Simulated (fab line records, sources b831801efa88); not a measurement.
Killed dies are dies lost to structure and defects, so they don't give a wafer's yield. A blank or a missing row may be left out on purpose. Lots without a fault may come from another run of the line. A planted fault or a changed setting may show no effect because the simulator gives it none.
Chamber matching	flow gf180mcu	GF_CONTACT_CMP_04 on cmp-01 has 4 sister chambers
The step polishes SiO2. 4 wafers are shown with their chamber, then 10 later ones without.

EACH WAFER AND ITS CHAMBER
wafer	chamber	motorCurrentA (A)
L177.1	0	11.5
L177.3	2	12.7
L178.4	3	13.5
L178.5	1	12.7

WAFERS WITH NO CHAMBER GIVEN
wafer	motorCurrentA (A)
L178.6	11.7
L179.2	12.5
L179.3	12.9
L179.4	11.7
L181.1	12.2
L181.4	12.8
L181.5	13.9
L182.1	13.6
L182.4	12.9
L182.5	12.8

THE CHAMBER EACH PASSED THROUGH
wafer	from the rows above	in truth
L178.6	0	0
L179.2	can't be placed: 1 or 2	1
L179.3	can't be placed: 1 or 2 or 3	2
L179.4	0	0
L181.1	can't be placed: 1 or 2 or 0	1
L181.4	can't be placed: 1 or 2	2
L181.5	3	3
L182.1	3	3
L182.4	can't be placed: 1 or 2 or 3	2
L182.5	can't be placed: 1 or 2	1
Placed correctly: 4 of 10. These rows do not allow placing 6 (true chamber among the candidates in 6). Number placed wrongly: 0.
How it was worked out, from the rows above alone: a wafer's distance from a chamber is the root of the sum, over the readings, of the square of ((its reading less the chamber's mean) divided by the reading's scatter). The wafer belongs to the nearest chamber; if the next one is less than 2 further off, it can't be placed. Each chamber's mean is taken over the wafers shown for it. The scatter: root of mean squared gap, hidden wafer to nearest shown wafer, with one shown wafer a chamber.
